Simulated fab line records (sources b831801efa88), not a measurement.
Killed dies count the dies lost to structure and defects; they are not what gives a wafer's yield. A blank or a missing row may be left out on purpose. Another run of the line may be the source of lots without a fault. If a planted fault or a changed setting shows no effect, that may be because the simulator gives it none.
fab line records + flow sky130
[record]
- lots = 11
- wafers = 33
- last_day = 50
route steps=708 shown LDD_HVN@274 METAL1@438 METAL2@485 CAPM@550
lots that met no fault: taken from a fault-free run of the same line
start_h: start of the lot's first displayed wafer, in hours after the record's first day + wait_h: time in hours since the lot's previous step + " the same as in the row above + L1.1+2: one row covering several wafers at once + - no value present, or no start provided + * or withheld: withheld + < > ~ a bound
route shown NAME@n: NAME is a module with steps in the file, n the number in the route of the first one + usual: average and standard deviation across the fault-free wafers + same: alike in all rows + chamber/n: place in a boat + sites: per-site readings + _std_site: their standard deviation + _edge_site: inner sites' mean taken away from outer sites' mean + radius_mm: how far each site lies from the wafer's centre + mask NAME#n: copy n + behind: the most recent tool/chamber to have shaped the wafer + hold: the reason the lot was held/the length of the hold in hours/how it ended + device: the transistor (n, p or np) that didn't switch + end of line: tests of these same wafers at the route's end + where a step has no rows: the recipe by itself + killed: not the wafer's yield, but the dies lost to structure and defects at the first sort + map: a wafer's dies, marking killed ones x, the rest . and places with no die _
set.NAME: the run value of the setting; set.NAME@STEP: its run value at that earlier step + model.NAME: the simulator's own value behind a step, which no gauge read
steps of the route over a sample of lots; a table a step, a row a wafer
services: when a tool's chamber went out of use (start_h, in hours from the record's first day, below 0 if earlier), for how many hours, and the reason
[[steps]]
[step SKY_LDD_HVN_OVL_MEAS_07]
[usual]
- LDD_HVN_OVL = -1.3/1.3
| lot.wafer | tool       | chamber | start_h | wait_h | LDD_HVN_OVL[nm] |
|-----------|------------|---------|---------|--------|-----------------|
| L276.2    | overlay-01 | -       | 465.77  | 0.1    | -1.0            |
| L276.3    | "          | -       | "       | "      | 0.9             |
| L276.5    | "          | -       | "       | "      | 0.5             |
| L277.4    | overlay-01 | -       | 469.78  | 0.1    | -2.0            |
| L277.5    | "          | -       | "       | "      | -1.9            |
| L277.6    | "          | -       | "       | "      | -1.4            |
| L280.1    | overlay-01 | -       | 507.72  | 0.1    | -3.5            |
| L280.2    | "          | -       | "       | "      | -1.8            |
| L280.5    | "          | -       | "       | "      | -0.6            |
| L286.3    | overlay-01 | -       | 551.19  | 0.1    | 0.5             |
| L286.4    | "          | -       | "       | "      | -0.1            |
| L286.6    | "          | -       | "       | "      | -0.7            |
| L287.1    | overlay-01 | -       | 561.57  | 0.1    | -2.2            |
| L287.3    | "          | -       | "       | "      | -1.5            |
| L287.5    | "          | -       | "       | "      | -0.7            |
| L288.1    | overlay-02 | -       | 570.07  | 0.1    | 0.0             |
| L288.2    | "          | -       | "       | "      | -0.3            |
| L288.6    | "          | -       | "       | "      | 0.1             |
| L291.2    | overlay-01 | -       | 588.47  | 0.1    | -1.2            |
| L291.3    | "          | -       | "       | "      | -0.9            |
| L291.6    | "          | -       | "       | "      | -2.6            |
| L294.3    | overlay-01 | -       | 621.63  | 0.1    | -0.8            |
| L294.4    | "          | -       | "       | "      | 0.5             |
| L294.6    | "          | -       | "       | "      | 0.5             |
| L295.1    | overlay-02 | -       | 627.42  | 0.1    | -1.8            |
| L295.5    | "          | -       | "       | "      | -1.2            |
| L295.6    | "          | -       | "       | "      | -2.0            |
| L298.2    | overlay-01 | -       | 647.34  | 0.1    | -1.9            |
| L298.4    | "          | -       | "       | "      | -0.4            |
| L298.6    | "          | -       | "       | "      | -0.2            |
| L299.1    | overlay-02 | -       | 654.13  | 0.1    | -1.8            |
| L299.3    | "          | -       | "       | "      | -3.1            |
| L299.6    | "          | -       | "       | "      | -1.3            |
[step SKY_METAL1_SPUTTER_04]
[recipe]
- material = TiN
- target_thk_nm = 70
- power_w = 6500
- time_s = 58.3
- chamber_pressure_pa = 0.4
[usual]
- throttle_valve_pct = 30.0/0.94
| lot.wafer | tool           | chamber | start_h | wait_h | throttle_valve_pct |
|-----------|----------------|---------|---------|--------|--------------------|
| L276.2    | pvd_sputter-02 | -       | 739.43  | 0.0    | 28.7               |
| L276.3    | "              | -       | "       | "      | 29.7               |
| L276.5    | "              | -       | "       | "      | 31.1               |
| L277.4    | pvd_sputter-03 | -       | 744.55  | 0.0    | 29.4               |
| L277.5    | "              | -       | "       | "      | 28.9               |
| L277.6    | "              | -       | "       | "      | 31.4               |
| L280.1    | pvd_sputter-03 | -       | 777.63  | 0.0    | 29.8               |
| L280.2    | "              | -       | "       | "      | 29.3               |
| L280.5    | "              | -       | "       | "      | 29.1               |
| L286.3    | pvd_sputter-03 | -       | 817.43  | 0.0    | 31.2               |
| L286.4    | "              | -       | "       | "      | 29.8               |
| L286.6    | "              | -       | "       | "      | 29.2               |
| L287.1    | pvd_sputter-02 | -       | 823.24  | 0.0    | 29.2               |
| L287.3    | "              | -       | "       | "      | 31.4               |
| L287.5    | "              | -       | "       | "      | 30.7               |
| L288.1    | pvd_sputter-03 | -       | 830.54  | 0.0    | 29.0               |
| L288.2    | "              | -       | "       | "      | 30.3               |
| L288.6    | "              | -       | "       | "      | 29.7               |
| L291.2    | pvd_sputter-03 | -       | 847.90  | 0.0    | 31.2               |
| L291.3    | "              | -       | "       | "      | 30.1               |
| L291.6    | "              | -       | "       | "      | 31.6               |
| L294.3    | pvd_sputter-03 | -       | 876.20  | 0.0    | 30.0               |
| L294.4    | "              | -       | "       | "      | 31.3               |
| L294.6    | "              | -       | "       | "      | 30.1               |
| L295.1    | pvd_sputter-01 | -       | 880.19  | 0.0    | 28.5               |
| L295.5    | "              | -       | "       | "      | 28.9               |
| L295.6    | "              | -       | "       | "      | 29.4               |
| L298.2    | pvd_sputter-01 | -       | 898.56  | 0.0    | 28.9               |
| L298.4    | "              | -       | "       | "      | 29.5               |
| L298.6    | "              | -       | "       | "      | 29.8               |
| L299.1    | pvd_sputter-01 | -       | 905.48  | 0.0    | 28.7               |
| L299.3    | "              | -       | "       | "      | 31.1               |
| L299.6    | "              | -       | "       | "      | 29.4               |
[step SKY_METAL2_SPUTTER_02]
[recipe]
- material = AlCu
- target_thk_nm = 250
- power_w = 10600
- time_s = 13.3
- chamber_pressure_pa = 0.4
[usual]
- throttle_valve_pct = 30.0/1
| lot.wafer | tool           | chamber | start_h | wait_h | throttle_valve_pct |
|-----------|----------------|---------|---------|--------|--------------------|
| L276.2    | pvd_sputter-04 | -       | 796.14  | 0.0    | 31.0               |
| L276.3    | "              | -       | "       | "      | 31.6               |
| L276.5    | "              | -       | "       | "      | 31.0               |
| L277.4    | pvd_sputter-01 | -       | 804.78  | 0.0    | 29.8               |
| L277.5    | "              | -       | "       | "      | 31.2               |
| L277.6    | "              | -       | "       | "      | 28.9               |
| L280.1    | pvd_sputter-03 | -       | 834.10  | 0.0    | 29.7               |
| L280.2    | "              | -       | "       | "      | 29.2               |
| L280.5    | "              | -       | "       | "      | 29.0               |
| L286.3    | pvd_sputter-01 | -       | 872.22  | 0.0    | 29.7               |
| L286.4    | "              | -       | "       | "      | 29.2               |
| L286.6    | "              | -       | "       | "      | 31.0               |
| L287.1    | pvd_sputter-01 | -       | 877.56  | 0.0    | 29.4               |
| L287.3    | "              | -       | "       | "      | 31.1               |
| L287.5    | "              | -       | "       | "      | 29.5               |
| L288.1    | pvd_sputter-01 | -       | 884.68  | 0.0    | 29.8               |
| L288.2    | "              | -       | "       | "      | 28.8               |
| L288.6    | "              | -       | "       | "      | 29.4               |
| L291.2    | pvd_sputter-03 | -       | 903.02  | 0.0    | 29.7               |
| L291.3    | "              | -       | "       | "      | 29.2               |
| L291.6    | "              | -       | "       | "      | 31.0               |
| L294.3    | pvd_sputter-03 | -       | 930.93  | 0.0    | 29.9               |
| L294.4    | "              | -       | "       | "      | 31.2               |
| L294.6    | "              | -       | "       | "      | 30.2               |
| L295.1    | pvd_sputter-04 | -       | 935.63  | 0.0    | 31.8               |
| L295.5    | "              | -       | "       | "      | 31.7               |
| L295.6    | "              | -       | "       | "      | 30.8               |
| L298.2    | pvd_sputter-04 | -       | 952.86  | 0.0    | 32.0               |
| L298.4    | "              | -       | "       | "      | 31.2               |
| L298.6    | "              | -       | "       | "      | 31.3               |
| L299.1    | pvd_sputter-01 | -       | 959.38  | 0.0    | 29.6               |
| L299.3    | "              | -       | "       | "      | 30.9               |
| L299.6    | "              | -       | "       | "      | 30.9               |
[step SKY_METAL2_RS_MEAS_05]
[recipe]
- thk_meas_gauge = four-point-probe
- reads = TiN_of_METAL2_SPUTTER_04+Ti_of_METAL2_SPUTTER_03+AlCu_of_METAL2_SPUTTER_02+TiN_of_METAL2_SPUTTER_01+Ti_of_METAL2_SPUTTER_00
[usual]
- METAL2_ALCU_RS = 0.1269/0.0015
| lot.wafer | tool          | chamber | start_h | wait_h | METAL2_ALCU_RS[ohm/sq] |
|-----------|---------------|---------|---------|--------|------------------------|
| L276.2    | film_metro-03 | -       | 796.26  | 0.0    | 0.1264                 |
| L276.3    | "             | -       | "       | "      | 0.1237                 |
| L276.5    | "             | -       | "       | "      | 0.1277                 |
| L277.4    | film_metro-01 | -       | 804.93  | 0.1    | 0.1282                 |
| L277.5    | "             | -       | "       | "      | 0.1284                 |
| L277.6    | "             | -       | "       | "      | 0.1247                 |
| L280.1    | film_metro-03 | -       | 834.19  | 0.0    | 0.1302                 |
| L280.2    | "             | -       | "       | "      | 0.1272                 |
| L280.5    | "             | -       | "       | "      | 0.1278                 |
| L286.3    | film_metro-03 | -       | 872.36  | 0.1    | 0.1262                 |
| L286.4    | "             | -       | "       | "      | 0.1276                 |
| L286.6    | "             | -       | "       | "      | 0.1279                 |
| L287.1    | film_metro-01 | -       | 877.65  | 0.0    | 0.1480                 |
| L287.3    | "             | -       | "       | "      | 0.1274                 |
| L287.5    | "             | -       | "       | "      | 0.1457                 |
| L288.1    | film_metro-04 | -       | 884.77  | 0.0    | 0.1439                 |
| L288.2    | "             | -       | "       | "      | 0.1442                 |
| L288.6    | "             | -       | "       | "      | 0.1268                 |
| L291.2    | film_metro-04 | -       | 903.13  | 0.0    | 0.1262                 |
| L291.3    | "             | -       | "       | "      | 0.1251                 |
| L291.6    | "             | -       | "       | "      | 0.1228                 |
| L294.3    | film_metro-03 | -       | 931.06  | 0.1    | 0.1262                 |
| L294.4    | "             | -       | "       | "      | 0.1248                 |
| L294.6    | "             | -       | "       | "      | 0.1257                 |
| L295.1    | film_metro-01 | -       | 935.72  | 0.0    | 0.1268                 |
| L295.5    | "             | -       | "       | "      | 0.1272                 |
| L295.6    | "             | -       | "       | "      | 0.1286                 |
| L298.2    | film_metro-03 | -       | 952.97  | 0.0    | 0.1276                 |
| L298.4    | "             | -       | "       | "      | 0.1272                 |
| L298.6    | "             | -       | "       | "      | 0.1272                 |
| L299.1    | film_metro-04 | -       | 959.47  | 0.0    | 0.1274                 |
| L299.3    | "             | -       | "       | "      | 0.1272                 |
| L299.6    | "             | -       | "       | "      | 0.1271                 |
[step SKY_METAL2_THK_MEAS_06]
[recipe]
- thk_meas_gauge = xrf
- reads = AlCu_of_METAL2_SPUTTER_02
[usual]
- METAL2_ALCU_THK = 247.9/3
| lot.wafer | tool          | chamber | start_h | wait_h | METAL2_ALCU_THK[nm] |
|-----------|---------------|---------|---------|--------|---------------------|
| L276.2    | film_metro-03 | -       | 796.37  | 0.1    | 246.3               |
| L276.3    | "             | -       | "       | "      | 252.7               |
| L276.5    | "             | -       | "       | "      | 246.7               |
| L277.4    | film_metro-01 | -       | 805.02  | 0.1    | 249.3               |
| L277.5    | "             | -       | "       | "      | 249.0               |
| L277.6    | "             | -       | "       | "      | 251.9               |
| L280.1    | film_metro-03 | -       | 834.31  | 0.1    | 239.5               |
| L280.2    | "             | -       | "       | "      | 245.0               |
| L280.5    | "             | -       | "       | "      | 245.4               |
| L286.3    | film_metro-03 | -       | 872.46  | 0.1    | 248.0               |
| L286.4    | "             | -       | "       | "      | 244.1               |
| L286.6    | "             | -       | "       | "      | 244.1               |
| L287.1    | film_metro-01 | -       | 877.77  | 0.1    | 215.5               |
| L287.3    | "             | -       | "       | "      | 250.1               |
| L287.5    | "             | -       | "       | "      | 218.8               |
| L288.1    | film_metro-04 | -       | 884.89  | 0.1    | 221.5               |
| L288.2    | "             | -       | "       | "      | 220.6               |
| L288.6    | "             | -       | "       | "      | 248.9               |
| L291.2    | film_metro-04 | -       | 903.24  | 0.1    | 250.6               |
| L291.3    | "             | -       | "       | "      | 254.2               |
| L291.6    | "             | -       | "       | "      | 255.6               |
| L294.3    | film_metro-03 | -       | 931.16  | 0.1    | 247.4               |
| L294.4    | "             | -       | "       | "      | 247.4               |
| L294.6    | "             | -       | "       | "      | 247.5               |
| L295.1    | film_metro-01 | -       | 935.84  | 0.1    | 250.2               |
| L295.5    | "             | -       | "       | "      | 247.4               |
| L295.6    | "             | -       | "       | "      | 246.3               |
| L298.2    | film_metro-03 | -       | 953.08  | 0.1    | 247.4               |
| L298.4    | "             | -       | "       | "      | 246.4               |
| L298.6    | "             | -       | "       | "      | 246.1               |
| L299.1    | film_metro-04 | -       | 959.59  | 0.1    | 248.3               |
| L299.3    | "             | -       | "       | "      | 249.8               |
| L299.6    | "             | -       | "       | "      | 249.3               |
[step SKY_CAPM_METAL_ETCH_13]
[recipe]
- target_depth_nm = 220
- stop_on = SiO2
- chemistry = Cl2/BCl3
- target = TiN
- pressure_mtorr = 10
- icp_w = 900
- bias_w = 48.5
- Cl2_flow_sccm = 60
- bcl3_flow_sccm = 30
- time_s = 62.9
[usual]
- drypump_motor_current_A = 5.6/0.32
- oes_product_au = 0.939/0.0085
- throttle_valve_pct = 21.904/0.011
| lot.wafer | tool         | chamber | start_h | wait_h | drypump_motor_current_A | oes_product_au | rf_hours_counter_h | throttle_valve_pct |
|-----------|--------------|---------|---------|--------|-------------------------|----------------|--------------------|--------------------|
| L276.2    | rie_metal-04 | 1       | 876.75  | 0.0    | 5.0                     | 0.941          | 7                  | 21.906             |
| L276.3    | "            | 0       | "       | "      | 5.6                     | 0.928          | -                  | 21.886             |
| L276.5    | "            | 0       | "       | "      | 5.7                     | 0.938          | -                  | 21.910             |
| L277.4    | rie_metal-04 | 0       | 885.13  | 0.0    | 5.7                     | 0.937          | -                  | 21.918             |
| L277.5    | "            | 1       | "       | "      | 5.0                     | 0.950          | -                  | 21.900             |
| L277.6    | "            | 0       | "       | "      | 5.6                     | 0.933          | -                  | 21.930             |
| L280.1    | rie_metal-04 | 1       | 914.70  | 0.0    | 5.0                     | 0.940          | 8                  | 21.900             |
| L280.2    | "            | 0       | "       | "      | 5.6                     | 0.944          | 12                 | 21.900             |
| L280.5    | "            | 0       | "       | "      | 5.6                     | 0.931          | -                  | 21.914             |
| L286.3    | rie_metal-04 | 0       | 952.83  | 0.0    | 5.6                     | 0.925          | -                  | 21.914             |
| L286.4    | "            | 1       | "       | "      | 5.0                     | 0.936          | -                  | 21.896             |
| L286.6    | "            | 0       | "       | "      | 5.7                     | 0.953          | -                  | 21.892             |
| L287.1    | rie_metal-02 | 0       | 958.20  | 0.0    | 6.0                     | 0.935          | 17                 | 21.908             |
| L287.3    | "            | 0       | "       | "      | 6.0                     | 0.955          | -                  | 21.921             |
| L287.5    | "            | 0       | "       | "      | 6.0                     | 0.941          | -                  | 21.909             |
| L288.1    | rie_metal-02 | 1       | 962.85  | 0.0    | 5.7                     | 0.946          | 6                  | 21.896             |
| L288.2    | "            | 0       | "       | "      | 5.9                     | 0.930          | 17                 | 21.915             |
| L288.6    | "            | 0       | "       | "      | 6.0                     | 0.926          | -                  | 21.913             |
| L291.2    | rie_metal-04 | 1       | 983.36  | 0.0    | 4.9                     | 0.952          | 11                 | 21.888             |
| L291.3    | "            | 1       | "       | "      | 5.0                     | 0.937          | -                  | 21.909             |
| L291.6    | "            | 0       | "       | "      | 5.6                     | 0.945          | -                  | 21.886             |
| L294.3    | rie_metal-03 | 0       | 1008.50 | 0.1    | 5.8                     | 0.935          | -                  | 21.895             |
| L294.4    | "            | 0       | "       | "      | 5.8                     | 0.938          | -                  | 21.906             |
| L294.6    | "            | 0       | "       | "      | 5.8                     | 0.938          | -                  | 21.903             |
| L295.1    | rie_metal-02 | 0       | 1012.40 | 0.0    | 5.9                     | 0.942          | 20                 | 21.896             |
| L295.5    | "            | 0       | "       | "      | 5.9                     | 0.937          | -                  | 21.893             |
| L295.6    | "            | 0       | "       | "      | 5.9                     | 0.942          | -                  | 21.897             |
| L298.2    | rie_metal-02 | 0       | 1027.90 | 0.0    | 6.0                     | 0.931          | 21                 | 21.910             |
| L298.4    | "            | 1       | "       | "      | 5.7                     | 0.944          | -                  | 21.906             |
| L298.6    | "            | 0       | "       | "      | 6.0                     | 0.936          | -                  | 21.910             |
| L299.1    | rie_metal-02 | 1       | 1034.10 | 0.0    | 5.7                     | 0.944          | 9                  | 21.899             |
| L299.3    | "            | 0       | "       | "      | 5.9                     | 0.930          | -                  | 21.889             |
| L299.6    | "            | 0       | "       | "      | 5.9                     | 0.938          | -                  | 21.915             |
[[services]]
| tool           | chamber | start_h | hours | kind           |
|----------------|---------|---------|-------|----------------|
| pvd_sputter-04 | -       | 717.29  | 2.5   | repair         |
| pvd_sputter-03 | -       | 727.53  | 9.2   | repair         |
| rie_metal-02   | 1       | 741.22  | 14.1  | repair         |
| rie_metal-03   | -       | 755.92  | 0.2   | repair         |
| pvd_sputter-04 | -       | 785.26  | 3.4   | repair         |
| rie_metal-02   | -       | 794.70  | 14.6  | pm             |
| pvd_sputter-04 | -       | 815.04  | 4.4   | repair         |
| rie_metal-02   | 1       | 816.14  | -     | clean          |
| rie_metal-02   | 1       | 816.14  | 12.9  | scheduled_down |
| rie_metal-02   | 1       | 816.14  | 12.9  | vent_cycle     |
| rie_metal-03   | 1       | 826.69  | 6.6   | repair         |
| rie_metal-03   | 0       | 833.27  | -     | clean          |
| rie_metal-03   | 0       | 833.27  | 15.1  | scheduled_down |
| rie_metal-03   | 0       | 833.27  | 15.1  | vent_cycle     |
| rie_metal-04   | -       | 877.64  | 1.4   | repair         |
| pvd_sputter-02 | -       | 906.03  | 3.3   | repair         |
| pvd_sputter-04 | -       | 907.88  | 1.4   | repair         |
| pvd_sputter-04 | -       | 914.06  | 1.5   | repair         |
| rie_metal-04   | 1       | 931.39  | 2.5   | repair         |
| rie_metal-04   | -       | 958.54  | 14.6  | pm             |
| rie_metal-03   | -       | 992.67  | 2.0   | repair         |
| rie_metal-02   | 1       | 1007.36 | 17.4  | repair         |
| rie_metal-03   | 1       | 1007.63 | -     | clean          |
| rie_metal-02   | 0       | 1028.66 | 1.0   | repair         |
[[key]]
[first_sign]
- step = SKY_METAL2_RS_MEAS_05
- reading = METAL2_ALCU_RS
- direction = up
- sigmas = 12
- usual = 0.1269
- struck = 0.1454
[effect]
- step = SKY_METAL2_THK_MEAS_06
- reading = METAL2_ALCU_THK
- direction = down
- sigmas = 9.6
- usual = 247.9
- struck = 219.1
met_at SKY_METAL2_SPUTTER_02
struck_lots L287,L288
struck_wafers L287.1,L287.5,L288.1,L288.2
not_acting_at SKY_LDD_HVN_OVL_MEAS_07,SKY_METAL1_SPUTTER_04,SKY_CAPM_METAL_ETCH_13
onset_between 872.22 877.56
[fault]
- kind = process_parameter_drift
- tool = pvd_sputter-01
- chamber = -
- onset_h = 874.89
- steps = SKY_METAL2_SPUTTER_02
- channel = target_thk_nm
- offset = -31.74
- shape = step
- end_h = 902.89
- scope = struck_wafers_only
- acts_in = these_recipes_only
- stated = 250
